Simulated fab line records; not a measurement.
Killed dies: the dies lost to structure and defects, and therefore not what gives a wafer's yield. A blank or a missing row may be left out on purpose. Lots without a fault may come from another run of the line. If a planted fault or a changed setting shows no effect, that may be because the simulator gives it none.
Which tool did it? ; flow sky130 ; route of 708 steps, sampled at 1 step: 6 lots, 18 wafers

## WHAT EACH GAUGE READ, for each wafer
SKY_NWELL_RS_MEAS_29: the measuring method here is four-point-probe.
lot;measured;on;NWELL_RS (ohm/sq)
L443;day 5 21:01;film_metro-04;627.1 628.4 628.0
L446;day 6 13:41;film_metro-03;624.2 624.2 624.9
L448;day 7 00:17;film_metro-02;623.9 623.6 625.5
L455;day 9 01:07;film_metro-04;626.5 626.5 625.0
L461;day 10 11:35;film_metro-04;625.2 624.8 625.5
L463;day 10 19:40;film_metro-04;626.4 625.5 627.0

## TOOL THAT RAN EACH LOT (tool first, then ch and the chambers of the sampled wafers, then the start)
Before these readings, the record contains no process step.

## THE ANSWER, worked out from the rows above alone
Rule: the lots themselves supply what counts as usual. Put in order of their means at a reading, lots are off if they are a third of the lots or fewer, leave a main group of 4 or more, and stand apart from it by a gap of 3 or more times the standard deviation of the main group's means; of several such gaps the widest counts. Not used: any main group whose means are identical at the precision the tables above print for the reading. A lot without any number at a reading at which 4 lots or more have one is off too. All remaining lots with rows at the step are treated as sound.
No lot is off at any reading shown: from this, nothing can be told.

## WHAT HAD BEEN PUT IN BY THE SIMULATOR
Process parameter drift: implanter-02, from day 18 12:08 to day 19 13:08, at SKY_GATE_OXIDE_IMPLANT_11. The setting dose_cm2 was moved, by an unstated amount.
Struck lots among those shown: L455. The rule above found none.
